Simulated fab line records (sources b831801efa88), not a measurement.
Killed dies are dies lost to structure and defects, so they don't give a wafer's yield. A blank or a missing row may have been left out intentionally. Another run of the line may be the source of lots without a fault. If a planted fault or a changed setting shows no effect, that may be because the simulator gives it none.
fab line records    flow sky130
record lots=11  wafers=33  last_day=50
route steps=708 shown VIA2@520 CAPM@549 METAL3@568
lots that met no fault: taken from a fault-free run of the same line
start_h: the number of hours between the record's first day and the start of the first shown wafer of the lot    wait_h: time in hours since the lot's previous step    " unchanged from the row above    L1.1+2: one row covering several wafers at once    - no value present, or no start provided    * or withheld: withheld    < > ~ a bound
route shown NAME@n: a module of which the file shows steps, and the number in the route of the first    usual: the fault-free wafers' mean and standard deviation    same: alike in all rows    chamber/n: place in a boat    sites: per-site readings    _std_site: standard deviation across them    _edge_site: outer sites' mean less inner sites'    radius_mm: how far each site lies from the wafer's centre    mask NAME#n: copy n    behind: the tool/chamber that last shaped the wafer    hold: the reason the lot was held/the length of the hold in hours/how it ended    device: transistor that didn't switch, given as n, p or np    end of line: the route-end tests of the same wafers    a step given without rows: its recipe and nothing more    killed: the dies lost at the first sort to structure and to defects; this is not the yield of the wafer    map: per-die view of a wafer (x killed, . not killed, _ where there is no die)
set.NAME: setting as actually run; set.NAME@STEP: the setting as run at that earlier step    model.NAME: the simulator's own value behind a step, which no gauge read
the route's steps for a sample of lots (tables are steps, rows are wafers)
services: when a tool's chamber went out of use (start_h, in hours from the record's first day, below 0 if earlier), for how many hours, and the reason
## steps
# step SKY_VIA2_OVL_MEAS_13
# usual VIA2_OVL=1/5
lot.wafer  tool        chamber  start_h  wait_h  VIA2_OVL[nm]
L667.3     overlay-02  -        851.26   0.1     -5
L667.4     "           -        "        "       -2
L667.6     "           -        "        "       -3
L671.2     overlay-01  -        869.01   0.1     2
L671.5     "           -        "        "       -6
L671.6     "           -        "        "       5
L672.1     overlay-01  -        886.96   0.1     2
L672.2     "           -        "        "       -1
L672.6     "           -        "        "       -2
L673.3     overlay-02  -        895.02   0.1     0
L673.4     "           -        "        "       3
L673.6     "           -        "        "       0
L674.1     overlay-02  -        897.31   0.1     5
L674.3     "           -        "        "       5
L674.5     "           -        "        "       2
L675.1     overlay-02  -        902.36   0.1     -14
L675.3     "           -        "        "       -7
L675.5     "           -        "        "       -5
L677.1     overlay-01  -        912.66   0.1     -8
L677.2     "           -        "        "       3
L677.6     "           -        "        "       3
L678.2     overlay-01  -        919.31   0.1     3
L678.3     "           -        "        "       6
L678.5     "           -        "        "       7
L683.1     overlay-02  -        953.56   0.1     11
L683.3     "           -        "        "       6
L683.6     "           -        "        "       0
L687.1     overlay-01  -        991.01   0.1     5
L687.2     "           -        "        "       3
L687.6     "           -        "        "       2
L688.1     overlay-01  -        1006.86  0.1     6
L688.4     "           -        "        "       -3
L688.6     "           -        "        "       2
# step SKY_VIA2_CMP_24
# recipe stop_on=SiO2  t_overpolish_s=20  down_force_psi=3.5  platen_rpm=60  target_thk_nm=0  pad_velocity_m_s=0.94248
# usual motor_current_A=11.1/0.76  overpolish_run_s=20.001/0.008  slurry_filter_dp_kPa=13.50/0.14  time_to_endpoint_s=101/3.5
# same t_overpolish_s=20
lot.wafer  tool    chamber  start_h  wait_h  motor_current_A  overpolish_run_s  slurry_filter_dp_kPa  time_to_endpoint_s
L667.3     cmp-01  1        852.45   0.1     11.9             20.009            13.66                 103
L667.4     "       2        "        "       10.5             19.993            13.57                 99
L667.6     "       1        "        "       12.6             19.987            13.17                 99
L671.2     cmp-02  3        870.11   0.0     11.8             20.010            13.52                 99
L671.6     "       3        "        "       11.4             19.993            13.55                 105
L671.5     "       0        "        "       11.5             19.998            13.35                 102
L672.1     cmp-02  0        888.06   0.1     10.7             20.010            13.58                 100
L672.2     "       2        "        "       12.4             20.002            13.38                 99
L672.6     "       1        "        "       11.0             19.990            13.35                 99
L673.3     cmp-01  2        896.15   0.0     10.8             20.006            13.75                 94
L673.4     "       3        "        "       10.4             19.989            13.31                 97
L673.6     "       3        "        "       11.3             20.006            13.47                 95
L674.1     cmp-02  3        898.55   0.1     11.5             20.000            13.49                 101
L674.3     "       0        "        "       11.0             20.005            13.29                 101
L674.5     "       1        "        "       10.1             20.013            13.59                 100
L675.3     cmp-02  3        903.52   0.1     11.1             19.997            13.40                 103
L675.1     "       0        "        "       11.2             20.014            13.53                 104
L675.5     "       3        "        "       10.7             19.996            13.55                 102
L677.2     cmp-01  2        913.82   0.1     10.2             20.005            13.58                 103
L677.1     "       0        "        "       10.4             20.005            13.34                 95
L677.6     "       2        "        "       10.1             19.997            13.28                 103
L678.3     cmp-01  3        920.41   0.0     11.3             20.001            13.41                 99
L678.2     "       0        "        "       10.2             20.007            13.48                 98
L678.5     "       0        "        "       10.3             19.999            13.73                 96
L683.3     cmp-02  0        954.77   0.1     10.8             20.001            13.56                 102
L683.1     "       1        "        "       10.9             20.006            13.58                 106
L683.6     "       3        "        "       10.9             19.985            13.56                 102
L687.2     cmp-02  3        992.20   0.1     11.0             19.996            13.59                 106
L687.1     "       0        "        "       11.3             20.008            13.76                 105
L687.6     "       3        "        "       10.8             20.009            13.58                 108
L688.4     cmp-01  3        1008.22  0.2     10.9             20.008            13.39                 96
L688.1     "       0        "        "       10.4             20.003            13.34                 97
L688.6     "       2        "        "       9.9              19.995            13.48                 99
# step SKY_CAPM_OVL_MEAS_12
# usual CAPM_OVL=1.2/1.3
lot.wafer  tool        chamber  start_h  wait_h  CAPM_OVL[nm]
L667.3     overlay-01  -        878.64   0.1     2.2
L667.4     "           -        "        "       1.8
L667.6     "           -        "        "       2.9
L671.2     overlay-02  -        895.94   0.1     1.3
L671.5     "           -        "        "       1.6
L671.6     "           -        "        "       1.8
L672.1     overlay-02  -        912.88   0.1     2.2
L672.2     "           -        "        "       1.4
L672.6     "           -        "        "       2.0
L673.3     overlay-01  -        920.84   0.1     -0.1
L673.4     "           -        "        "       0.5
L673.6     "           -        "        "       0.1
L674.1     overlay-02  -        923.43   0.1     0.6
L674.3     "           -        "        "       -0.3
L674.5     "           -        "        "       0.6
L675.1     overlay-02  -        928.33   0.1     3.7
L675.3     "           -        "        "       2.0
L675.5     "           -        "        "       1.9
L677.1     overlay-01  -        938.63   0.1     1.7
L677.2     "           -        "        "       1.7
L677.6     "           -        "        "       2.3
L678.2     overlay-01  -        945.53   0.1     -0.6
L678.3     "           -        "        "       0.5
L678.5     "           -        "        "       -0.6
L683.1     overlay-02  -        979.68   0.1     0.7
L683.3     "           -        "        "       2.3
L683.6     "           -        "        "       1.0
L687.1     overlay-02  -        1015.13  0.1     3.0
L687.2     "           -        "        "       3.1
L687.6     "           -        "        "       2.6
L688.1     overlay-01  -        1031.73  0.1     3.5
L688.4     "           -        "        "       3.9
L688.6     "           -        "        "       2.8
# step SKY_METAL3_METAL_ETCH_18
# recipe target_depth_a=8450  stop_on=SiO2  over_etch_frac=0.3  time_s=183.1  chemistry=Cl2/BCl3  resist_sidewall_deg=88  pressure_mtorr=10  icp_w=900  bias_w=48.5  Cl2_flow_sccm=60  bcl3_flow_sccm=30
# usual chamber_pressure_mTorr=10.000/0.0095  drypump_motor_current_A=5.59/0.15  oes_product_au=0.866/0.0052  throttle_valve_pct=22.262/0.0078
lot.wafer  tool          chamber  start_h  wait_h  chamber_pressure_mTorr  drypump_motor_current_A  oes_product_au  rf_hours_counter_h  throttle_valve_pct
L667.3     rie_metal-04  1        905.20   0.1     9.998                   5.53                     0.867           -                   22.263
L667.4     "             0        "        "       9.995                   5.62                     0.857           -                   22.269
L667.6     "             0        "        "       9.989                   5.65                     0.865           -                   22.248
L671.2     rie_metal-03  0        921.48   0.0     9.991                   5.62                     0.866           14                  22.255
L671.5     "             1        "        "       10.007                  5.76                     0.869           -                   22.265
L671.6     "             0        "        "       9.993                   5.64                     0.880           -                   22.256
L672.1     rie_metal-03  1        938.63   0.0     9.989                   5.75                     0.857           11                  22.257
L672.2     "             0        "        "       10.006                  5.66                     0.859           14                  22.256
L672.6     "             0        "        "       10.016                  5.65                     0.862           -                   22.269
L673.3     rie_metal-04  0        946.24   0.1     10.006                  5.63                     0.878           -                   22.259
L673.4     "             1        "        "       10.002                  5.50                     0.868           -                   22.261
L673.6     "             0        "        "       9.980                   5.62                     0.871           -                   22.245
L674.1     rie_metal-01  0        948.59   0.0     10.001                  5.22                     0.862           14                  22.267
L674.3     "             1        "        "       9.999                   5.80                     0.863           -                   22.269
L674.5     "             1        "        "       10.002                  5.79                     0.863           -                   22.266
L675.1     rie_metal-04  0        953.43   0.0     9.989                   5.63                     0.867           17                  22.256
L675.3     "             1        "        "       9.987                   5.48                     0.860           -                   22.266
L675.5     "             0        "        "       9.997                   5.64                     0.862           -                   22.267
L677.1     rie_metal-03  0        964.08   0.0     9.993                   5.64                     0.867           16                  22.273
L677.2     "             1        "        "       9.984                   5.72                     0.874           13                  22.256
L677.6     "             0        "        "       9.993                   5.63                     0.860           -                   22.254
L678.2     rie_metal-03  0        970.79   0.0     9.998                   5.63                     0.862           16                  22.261
L678.3     "             1        "        "       9.993                   5.72                     0.864           -                   22.271
L678.5     "             1        "        "       10.015                  5.72                     0.861           -                   22.266
L683.1     rie_metal-04  1        1004.19  0.0     10.006                  5.48                     0.865           4                   22.265
L683.3     "             1        "        "       10.012                  5.52                     0.870           -                   22.259
L683.6     "             1        "        "       10.018                  5.51                     0.866           -                   22.275
L687.1     rie_metal-04  1        1038.93  0.0     9.999                   5.51                     0.861           8                   22.266
L687.2     "             0        "        "       9.994                   5.62                     0.867           0                   22.270
L687.6     "             1        "        "       10.007                  5.50                     0.872           -                   22.260
L688.1     rie_metal-03  0        1054.69  0.0     10.013                  5.62                     0.858           21                  22.268
L688.4     "             0        "        "       9.997                   5.63                     0.854           -                   22.254
L688.6     "             0        "        "       9.986                   5.62                     0.862           -                   22.259
# step SKY_METAL3_STRIP_19
# recipe chemistry=O2/N2  power_w=1400  pressure_mtorr=1500  platen_temp_c=withheld  o2_flow_sccm=3000  n2_flow_sccm=300  overash_fraction=0.5
# usual chamber_pressure_mTorr=1500.1/1.4  drypump_motor_current_A=5.7/0.32  oes_product_au=0.502/0.0052  strip_time_to_endpoint_s=6.54/0.06
lot.wafer  tool             chamber  start_h  wait_h  chamber_pressure_mTorr  drypump_motor_current_A  oes_product_au  rf_hours_counter_h  strip_time_to_endpoint_s
L667.3     plasma_asher-01  0        905.35   0.1     1499.8                  5.7                      0.499           -                   6.48
L667.4     "                1        "        "       1500.9                  5.9                      0.509           -                   6.53
L667.6     "                0        "        "       1499.8                  5.7                      0.494           -                   6.56
L671.2     plasma_asher-03  1        921.66   0.1     1499.2                  5.2                      0.506           115                 6.57
L671.5     "                0        "        "       1500.3                  6.2                      0.501           -                   6.56
L671.6     "                1        "        "       1498.8                  5.2                      0.502           -                   6.52
L672.1     plasma_asher-01  0        938.81   0.1     1501.4                  5.7                      0.509           20                  6.52
L672.2     "                1        "        "       1499.5                  5.9                      0.500           20                  6.46
L672.6     "                1        "        "       1499.7                  5.9                      0.501           -                   6.49
L673.3     plasma_asher-04  0        946.39   0.1     1500.4                  5.7                      0.494           -                   6.51
L673.4     "                1        "        "       1501.1                  5.7                      0.504           -                   6.63
L673.6     "                0        "        "       1498.9                  5.7                      0.498           -                   6.51
L674.1     plasma_asher-01  0        948.77   0.1     1501.2                  5.7                      0.507           21                  6.53
L674.3     "                0        "        "       1499.3                  5.7                      0.501           -                   6.50
L674.5     "                1        "        "       1499.1                  5.9                      0.505           -                   6.52
L675.1     plasma_asher-03  1        953.60   0.1     1496.7                  5.2                      0.499           118                 6.48
L675.3     "                1        "        "       1504.1                  5.2                      0.508           -                   6.58
L675.5     "                0        "        "       1498.1                  6.2                      0.505           -                   6.53
L677.1     plasma_asher-03  1        964.26   0.1     1501.6                  5.2                      0.425           119                 4.83
L677.2     "                0        "        "       1502.5                  6.2                      0.438           119                 4.83
L677.6     "                0        "        "       1500.9                  6.2                      0.497           -                   6.53
L678.2     plasma_asher-03  0        970.97   0.1     1497.7                  6.2                      0.414           120                 4.62
L678.3     "                0        "        "       1499.2                  6.2                      0.506           -                   6.50
L678.5     "                1        "        "       1498.3                  5.2                      0.496           -                   6.52
L683.1     plasma_asher-03  1        1004.55  0.3     1498.8                  5.2                      0.503           123                 6.65
L683.3     "                1        "        "       1499.0                  5.2                      0.497           -                   6.58
L683.6     "                1        "        "       1500.0                  5.2                      0.512           -                   6.54
L687.1     plasma_asher-04  1        1039.11  0.1     1498.7                  5.7                      0.500           60                  6.60
L687.2     "                0        "        "       1501.4                  5.7                      0.496           60                  6.53
L687.6     "                1        "        "       1499.6                  5.7                      0.509           -                   6.64
L688.1     plasma_asher-04  1        1054.87  0.1     1499.4                  5.7                      0.507           61                  6.60
L688.4     "                0        "        "       1498.2                  5.7                      0.507           -                   6.54
L688.6     "                1        "        "       1497.6                  5.7                      0.500           -                   6.58
## services
tool             chamber  start_h  hours  kind
rie_metal-04     0        830.44   20.5   repair
cmp-02           -        830.64   2.1    repair
cmp-01           -        835.15   3.0    repair
rie_metal-01     0        841.92   1.0    repair
cmp-02           -        852.74   4.4    repair
plasma_asher-04  -        860.75   1.0    repair
rie_metal-04     1        886.57   9.0    repair
rie_metal-03     -        886.91   5.7    repair
cmp-02           -        912.04   4.0    pm
cmp-02           -        916.04   -      consumable_replace:conditioner
cmp-02           -        916.04   -      consumable_replace:pad
rie_metal-04     1        919.21   -      clean
rie_metal-04     1        919.21   14.0   scheduled_down
rie_metal-04     1        919.21   14.0   vent_cycle
cmp-01           -        922.99   6.4    pm
rie_metal-03     1        926.56   4.8    repair
cmp-02           -        948.74   3.8    repair
rie_metal-04     0        953.71   1.1    repair
plasma_asher-04  -        983.76   3.4    repair
rie_metal-04     0        1002.99  -      clean
rie_metal-04     0        1002.99  28.4   scheduled_down
cmp-02           -        1006.80  1.9    repair
cmp-02           -        1026.53  3.7    pm
cmp-01           -        1047.20  5.8    pm
## key
first_sign step=SKY_METAL3_STRIP_19  reading=strip_time_to_endpoint_s  direction=down  sigmas=30  usual=*  struck=*
effect step=SKY_METAL3_STRIP_19  reading=oes_product_au  direction=down  sigmas=15  usual=0.502  struck=0.426
met_at SKY_METAL3_METAL_ETCH_18
struck_lots L677,L678
struck_wafers L677.1,L677.2,L678.2
not_acting_at SKY_VIA2_OVL_MEAS_13,SKY_VIA2_CMP_24,SKY_CAPM_OVL_MEAS_12
onset_between 938.63 964.08
fault kind=process_parameter_drift  tool=rie_metal-03  chamber=-  onset_h=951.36  steps=SKY_METAL3_METAL_ETCH_18  channel=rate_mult  offset=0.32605  shape=step  end_h=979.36  scope=struck_wafers_only
